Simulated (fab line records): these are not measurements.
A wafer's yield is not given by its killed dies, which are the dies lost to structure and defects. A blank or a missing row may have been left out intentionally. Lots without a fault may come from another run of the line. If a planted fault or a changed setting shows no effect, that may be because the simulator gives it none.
Lot-split experiment | flow sky130 | 23 wafers read from 5 lots, route of 708 steps

== ON THE SPLIT ==
At SKY_VIA3_ETCH_14 (etches BARC in N2/H2, stops on SiO2, time 45.9 s, target depth 60 nm), the setting time_s was moved away from the recipe's 45.9 s on 6 of the 23 wafers read, by +8.4% to +13.6%. For the rest of the wafers, this setting stayed at what the recipe calls for.

The reading comes from the split's own step.

== THE READING ==
KrF-thick_of_VIA3_COAT_07.thk_nm (the simulator's own value, which no gauge read), in nm, at SKY_VIA3_ETCH_14 (etches BARC in N2/H2, stops on SiO2, time 45.9 s, target depth 60 nm). No usual value for it is given in the file. Here, 17 wafers ran the recipe; their average is 391.8 nm with a standard deviation of 1.3 nm.

wafer  | tool, chamber at the split | time_s as run, s | against the recipe | KrF-thick_of_VIA3_COAT_07.thk_nm, nm | against lot-mates on the recipe
L075.1 | rie_diel-01, 3             | 49.75            | +8.4%              | 389.1                                | -4.2
L075.2 | rie_diel-01, 0             | 45.9             | recipe             | 393.4                                | -
L075.3 | rie_diel-01, 1             | 49.75            | +8.4%              | 388.4                                | -4.9
L075.4 | rie_diel-01, 3             | 49.75            | +8.4%              | 388.2                                | -5.1
L075.6 | rie_diel-01, 1             | 45.9             | recipe             | 393.2                                | -
L078.1 | rie_diel-03, 0             | 45.9             | recipe             | 393                                  | -
L078.3 | rie_diel-03, 3             | 45.9             | recipe             | 392.5                                | -
L078.4 | rie_diel-03, 2             | 52.13            | +13.6%             | 387.1                                | -5.6
L078.5 | rie_diel-03, 1             | 52.13            | +13.6%             | 385.9                                | -6.9
L078.6 | rie_diel-03, 2             | 52.13            | +13.6%             | 386.9                                | -5.9
L079.1 | rie_diel-02, 2             | 45.9             | recipe             | 392.2                                | -
L079.2 | rie_diel-02, 3             | 45.9             | recipe             | 390.4                                | -
L079.3 | rie_diel-02, 1             | 45.9             | recipe             | 391.1                                | -
L079.4 | rie_diel-02, 0             | 45.9             | recipe             | 392.3                                | -
L079.5 | rie_diel-02, 0             | 45.9             | recipe             | 390.8                                | -
L080.1 | rie_diel-01, 1             | 45.9             | recipe             | 394.3                                | -
L080.4 | rie_diel-01, 0             | 45.9             | recipe             | 393.7                                | -
L080.5 | rie_diel-01, 3             | 45.9             | recipe             | 390.8                                | -
L081.1 | rie_diel-01, 3             | 45.9             | recipe             | 389.9                                | -
L081.2 | rie_diel-01, 1             | 45.9             | recipe             | 391.4                                | -
L081.4 | rie_diel-01, 2             | 45.9             | recipe             | 390.2                                | -
L081.5 | rie_diel-01, 1             | 45.9             | recipe             | 391.6                                | -
L081.6 | rie_diel-01, 0             | 45.9             | recipe             | 390.5                                | -

FIT RESULTS
A straight line over all 23 wafers: KrF-thick_of_VIA3_COAT_07.thk_nm changes by -0.385 nm for each +1% of time_s; r = -0.86; the points scatter about the line by 1.2 nm.
The same after taking each lot's own level away (the mean of its wafers on the recipe; 23 wafers): -0.478 nm for each +1%; r = -0.95; scatter 0.86 nm.
On that fit, the largest move of time_s shifts the reading by 6.5 nm.
Across the lots, their own levels run from 390.72 to 393.30 nm, a range of 2.0 times the standard deviation given above.
In other words, the slope is changed by the lot-to-lot level; the two fits disagree.
Check: -6.82 nm against its lot-mates is what the line predicts for one of the wafers moved furthest among these (+13.6%) when that wafer is left out of the fit. It came out at -5.65 nm against them.

== THE OTHER SPLITS THESE WAFERS WENT THROUGH ==
These wafers also went through other splits before the reading. Each is held against what the fit with the lots' levels taken away leaves over:
other split on the same wafers     | wafers away from the commonest value | r with KrF-thick_of_VIA3_COAT_07.thk_nm (lot level and that fit taken away)
SKY_VIA2_HDPCVD_00 time_s          | 9                                    | -0.07
SKY_VIA2_SPUTTER_20 power_w        | 8                                    | +0.00
SKY_METAL3_EXPOSE_10 dose_mj       | 8                                    | +0.17
SKY_VIA3_HDPCVD_00 time_s          | 6                                    | +0.16
SKY_VIA3_CMP_02 leave_above_ref_nm | 5                                    | -0.17

== THE FILE'S OWN FIT ==
KrF-thick_of_VIA3_COAT_07.thk_nm changes by -0.481 nm for each +1% of time_s, r = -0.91.
